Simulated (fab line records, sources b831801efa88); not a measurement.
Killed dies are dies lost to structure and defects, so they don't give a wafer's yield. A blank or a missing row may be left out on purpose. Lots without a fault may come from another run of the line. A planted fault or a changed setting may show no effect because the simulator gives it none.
A struck lot beside a sound one | flow gf180mcu | 14 steps out of a route of 602
Sound: wafers L438.1, L438.5, L438.6. Struck: wafer L441.6. (L441.1, L441.5 of the same lot were not struck and are left out.) The cause comes at the end.
At each step with rows: each side's tool, then ch and its chambers, then its first start. Under that, the readings that differ: sound wafers | struck wafers | difference of the means | sigmas: that difference in standard deviations of wafers without a fault.
alike: readings whose means differ by less than 2 such deviations, and words and numbers that are the same on both sides. not compared: withheld readings, readings that some wafer has no value for, bounds like >300 that may hide the same value, and numbers for which the record gives no deviation and whose values overlap.
The two part at a step that has a row with sigmas, a row that says differs or no value, or rows on one side only. Numbers that don't overlap but have no deviation are shown without sigmas and don't part them. A reading that every wafer of one side lacks parts them only if that side has two wafers or more.

first, 4 steps without rows for these wafers: GF_V4_SOFTBAKE_10 (time 60 s); GF_V4_EXPOSE_11 (exposes mask Via4, target cd 260 nm); GF_V4_PEB_12 (peb time 90 s); GF_V4_DEVELOP_13 (develop time 60 s).
GF_V4_CD_MEAS_14: target cd 260 nm.
  sound on cd_sem-01, day 25 21:41; struck on cd_sem-01, day 27 02:14
  alike: cd_nm
GF_V4_OVL_MEAS_15:
  sound on overlay-02, day 25 21:49; struck on overlay-02, day 27 02:22
  alike: V4_OVL
GF_V4_ETCH_16: etches BARC in N2/H2.
  sound on rie_diel-01 ch 0,2,3, day 25 21:51; struck on rie_diel-03 ch 1, day 27 02:24
  alike: drypump_motor_current_A, oes_product_au, throttle_valve_pct
GF_V4_ETCH_17: etches SiO2 in C4F8/O2/Ar, stops on TiN, target depth 630 nm.
  sound on rie_diel-01 ch 0,2,3; struck on rie_diel-03 ch 1
  alike: oes_product_au
GF_V4_STRIP_18: strips in O2/N2.
  sound on plasma_asher-02 ch 0,1, day 25 21:59; struck on plasma_asher-04 ch 0, day 27 02:32
  reading            | sound       | struck | difference | sigmas
  heater_power_w (W) | 310 311 260 | 390    | +96        | +3
  alike: drypump_motor_current_A, oes_product_au
  not compared: rf_hours_counter_h
then, 2 steps without rows for these wafers: GF_V4_STRIP_19 (strips in post etch residue remover, time 1200 s); GF_V4_CLEAN_20 (cleans in DIW).
GF_V4_SPUTTER_21: material Ti, target thk 15 nm, time 80.02 s.
  sound on pvd_sputter-04, day 25 22:31; struck on pvd_sputter-01, day 27 03:06
  reading                | sound          | struck | difference | sigmas
  throttle_valve_pct (%) | 30.7 30.1 29.1 | 31.7   | +1.7       | +2
GF_V4_SPUTTER_22: material TiN, target thk 10 nm, time 40 s.
  sound on pvd_sputter-04, day 25 22:34; struck on pvd_sputter-01, day 27 03:10
  reading                                | sound             | struck | difference | sigmas
  throttle_valve_pct (%)                 | 30.7 29.9 29.5    | 32.1   | +2.1       | +3
  model.TiN_of_V4_SPUTTER_22.thk_nm (nm) | 9.826 9.749 9.967 | 10.61  | +0.76      |
GF_V4_CVD_23: deposits W, target thk 350 nm, time 104.9 s.
  sound on cvd_w-02 ch 0,1, day 25 22:37; struck on cvd_w-02 ch 1, day 27 03:12
  alike: heater_power_w

WHERE THEY PART
First at GF_V4_STRIP_18; last, within this record, at GF_V4_SPUTTER_22. Later steps at which nothing parts them and some readings are alike: GF_V4_CVD_23.

WHY: what the simulator had put in
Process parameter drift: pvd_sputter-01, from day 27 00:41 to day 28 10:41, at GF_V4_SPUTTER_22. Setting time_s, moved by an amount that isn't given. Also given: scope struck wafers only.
